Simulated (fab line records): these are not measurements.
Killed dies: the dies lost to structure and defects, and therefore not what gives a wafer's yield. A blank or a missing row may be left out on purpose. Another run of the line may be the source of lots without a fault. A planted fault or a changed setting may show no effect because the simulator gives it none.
A struck lot beside a sound one | flow sfqLine | 41 steps out of a route of 325
Sound: the wafers L596.1, L596.5, L596.6. Struck: wafer L613.5 (left out: L613.1, L613.3 of the same lot, which were not struck); the cause appears at the end.
For every step that has rows: the tool of each side, followed by ch and its chambers, followed by its first start. Under that, the readings that differ: sound wafers | struck wafers | difference of the means | sigmas: that difference in standard deviations of wafers without a fault.
alike: readings with means less than 2 such deviations apart, plus words and numbers identical on both sides. not compared: withheld readings, readings lacking a value on some wafer, bounds such as >300 that could conceal the same value, and numbers that have no deviation in the record and whose values overlap.
Wherever a step has rows on one side only, a row that says differs or no value, or a row with sigmas, the two part there. Numbers that have no deviation but don't overlap get no sigmas and don't part them. A reading missing from all wafers of one side parts the sides only when that side holds two or more wafers.

first, 6 steps without rows for these wafers: SFQ_TRILAYER_C5_LITHO_COAT_156 (resist thk 62 nm); SFQ_TRILAYER_C5_LITHO_COAT_151 (resist thk 650 nm); SFQ_TRILAYER_C5_LITHO_SOFTBAKE_155; SFQ_TRILAYER_C5_LITHO_EXPOSE_152 (exposes mask C5, target cd 500 nm); SFQ_TRILAYER_C5_LITHO_PEB_154 (peb time 60 s); SFQ_TRILAYER_C5_LITHO_DEVELOP_153 (time 60 s).
SFQ_C5_OVL_MEAS_937:
  struck on overlay-01, day 72 21:43; sound on overlay-02, day 65 07:55
  alike: C5_OVL
SFQ_TRILAYER_C5_BARC_OPEN_VIA_ETCH_210: etches BARC in O2, target depth 125 nm, time 41.7 s.
  sound on rieDiel-02 ch 0,3, day 65 07:56; struck on rieDiel-01 ch 3, day 72 21:45
  alike: drypumpMotorCurrentA, oesProductAu
  not compared: rfHoursCounterH
SFQ_TRILAYER_C5_ETCH_VIA_ETCH_154: etches SiO2 in CHF3, stops on Nb, target depth 84 nm.
  sound on rieDiel-02 ch 0,3, day 65 07:59; struck on rieDiel-01 ch 3, day 72 21:47
  alike: drypumpMotorCurrentA, oesProductAu
then, 3 steps without rows for these wafers: SFQ_TRILAYER_C5_STRIP_STRIP_155 (strips in O2); SFQ_TRILAYER_C5_STRIP_SOLV_CLEAN_156 (cleans in NMP, time 600 s); SFQ_TRILAYER_M6_DEP_PRE_CLEAN_158 (time 22.5 s).
SFQ_TRILAYER_M6_DEP_SPUTTER_157: material Nb, target thk 200 nm, time 133.3 s.
  struck on pvdSputter-05, day 72 22:40; sound on pvdSputter-05, day 65 08:50
reading                                            | sound           | struck | difference | sigmas
model.Nb_of_TRILAYER_M6_DEP_SPUTTER_157.thkNm (nm) | 200.8 201 201.8 | 99.88  | -101.32    | 
  alike: chamberPressurePa, throttleValvePct
SFQ_M6_RS_MEAS_938: uses a four-point probe to measure.
  struck on filmMetro-03, day 72 23:02; sound on filmMetro-02, day 65 08:55
reading           | sound             | struck | difference | sigmas
M6_NB_RS (ohm/sq) | 0.883 0.881 0.880 | 1.801  | +0.920     | +92
  not compared: hold
then, 5 steps without rows for these wafers: SFQ_TRILAYER_M6_LITHO_COAT_159 (resist thk 600 nm); SFQ_TRILAYER_M6_LITHO_SOFTBAKE_163; SFQ_TRILAYER_M6_LITHO_EXPOSE_160 (exposes mask M6, target cd 500 nm); SFQ_TRILAYER_M6_LITHO_PEB_162 (peb time 60 s); SFQ_TRILAYER_M6_LITHO_DEVELOP_161 (time 60 s).
-- the record jumps here: 4 days lie between the struck wafers' starts before and after --
SFQ_M6_OVL_MEAS_940:
  struck on overlay-02, day 76 20:53; sound on overlay-02, day 65 12:43
reading     | sound   | struck | difference | sigmas
M6_OVL (nm) | -4 -7 0 | 9      | +13        | +2
SFQ_TRILAYER_M6_BARC_OPEN_METAL_ETCH_206: etches BARC in O2, target depth 125 nm, time 41.7 s.
  sound on rieMetal-03 ch 0,1, day 65 12:44; struck on rieMetal-04 ch 0, day 76 20:56
  alike: drypumpMotorCurrentA, oesProductAu
  not compared: rfHoursCounterH
SFQ_TRILAYER_M6_ETCH_METAL_ETCH_162: etches Nb in Cl2/Ar, stops on SiO2, target depth 240 nm, time 120 s.
  sound on rieMetal-03 ch 0,1, day 65 12:48; struck on rieMetal-04 ch 0, day 76 20:59
reading             | sound             | struck | difference | sigmas
oesProductAu (a.u.) | 0.898 0.891 0.900 | 0.634  | -0.262     | -37
  alike: drypumpMotorCurrentA
  not compared: rfHoursCounterH
then, 4 steps without rows for these wafers: SFQ_TRILAYER_M6_STRIP_STRIP_163 (strips in O2); SFQ_TRILAYER_M6_STRIP_SOLV_CLEAN_164 (cleans in NMP, time 600 s); SFQ_TRILAYER_I6_DEP_PECVD_165 (deposits SiO2 from SiH4/N2O, time 111.11 s, target thk 500 nm); SFQ_TRILAYER_I6_CMP_CMP_166 (polishes SiO2).
SFQ_I6_BOW_MEAS_941:
  struck on filmMetro-02, day 77 00:58; sound on filmMetro-02, day 65 22:22
  alike: I6_BOW
then, 7 steps without rows for these wafers: SFQ_TRILAYER_I6_METRO_MEASURE_167; SFQ_TRILAYER_I6_VIA_LITHO_COAT_174 (resist thk 62 nm); SFQ_TRILAYER_I6_VIA_LITHO_COAT_169 (resist thk 650 nm); SFQ_TRILAYER_I6_VIA_LITHO_SOFTBAKE_173; SFQ_TRILAYER_I6_VIA_LITHO_EXPOSE_170 (exposes mask I6, target cd 700 nm); SFQ_TRILAYER_I6_VIA_LITHO_PEB_172 (peb time 60 s); SFQ_TRILAYER_I6_VIA_LITHO_DEVELOP_171 (time 60 s).
-- the record jumps here: 3 days lie between the struck wafers' starts before and after --
SFQ_I6_OVL_MEAS_942:
  struck on overlay-01, day 80 05:16; sound on overlay-02, day 70 03:02
  alike: I6_OVL
SFQ_TRILAYER_I6_VIA_BARC_OPEN_VIA_ETCH_235: etches BARC in O2, target depth 125 nm, time 41.7 s.
  sound on rieDiel-04 ch 0,2,3, day 70 03:04; struck on rieDiel-04 ch 2, day 80 05:18
  alike: drypumpMotorCurrentA, oesProductAu
  not compared: rfHoursCounterH
SFQ_TRILAYER_I6_VIA_ETCH_VIA_ETCH_172: etches SiO2 in CHF3, stops on Nb, target depth 260 nm.
  sound on rieDiel-04 ch 0,2,3, day 70 03:07; struck on rieDiel-04 ch 2, day 80 05:20
  alike: drypumpMotorCurrentA, oesProductAu
then, 3 steps without rows for these wafers: SFQ_TRILAYER_I6_VIA_STRIP_STRIP_173 (strips in O2); SFQ_TRILAYER_I6_VIA_STRIP_SOLV_CLEAN_174 (cleans in NMP, time 600 s); SFQ_TRILAYER_M7_DEP_PRE_CLEAN_176 (time 22.5 s).
-- the record jumps here: 8 days lie between the struck wafers' starts before and after --
SFQ_M8_BOW_MEAS_951:
  struck on filmMetro-03, day 87 18:41; sound on filmMetro-03, day 75 06:47
reading                | sound                | struck | difference | sigmas
model.etest.m6.ohmUm   | 1.783 1.771 1.776    | 3.541  | +1.764     | 
model.etest.i5.linkOhm | 2.255 2.263 2.26     | 3.367  | +1.108     | 
model.etest.c5.linkOhm | 7.95 7.969 7.952     | 8.825  | +0.868     | 
model.etest.m6.ohmSq   | 0.8863 0.8854 0.8816 | 1.781  | +0.897     | 
model.etest.i6.linkOhm | 1.874 1.88 1.863     | 2.777  | +0.905     | 
  alike: M8_BOW

## WHERE THEY PART
Last at SFQ_TRILAYER_M6_ETCH_METAL_ETCH_162 as far as this record goes, first at SFQ_M6_RS_MEAS_938. Later steps at which nothing parts them and some readings are alike: SFQ_I6_BOW_MEAS_941, SFQ_I6_OVL_MEAS_942, SFQ_TRILAYER_I6_VIA_BARC_OPEN_VIA_ETCH_235, SFQ_TRILAYER_I6_VIA_ETCH_VIA_ETCH_172, SFQ_M8_BOW_MEAS_951.

WHY: the cause the simulator had injected
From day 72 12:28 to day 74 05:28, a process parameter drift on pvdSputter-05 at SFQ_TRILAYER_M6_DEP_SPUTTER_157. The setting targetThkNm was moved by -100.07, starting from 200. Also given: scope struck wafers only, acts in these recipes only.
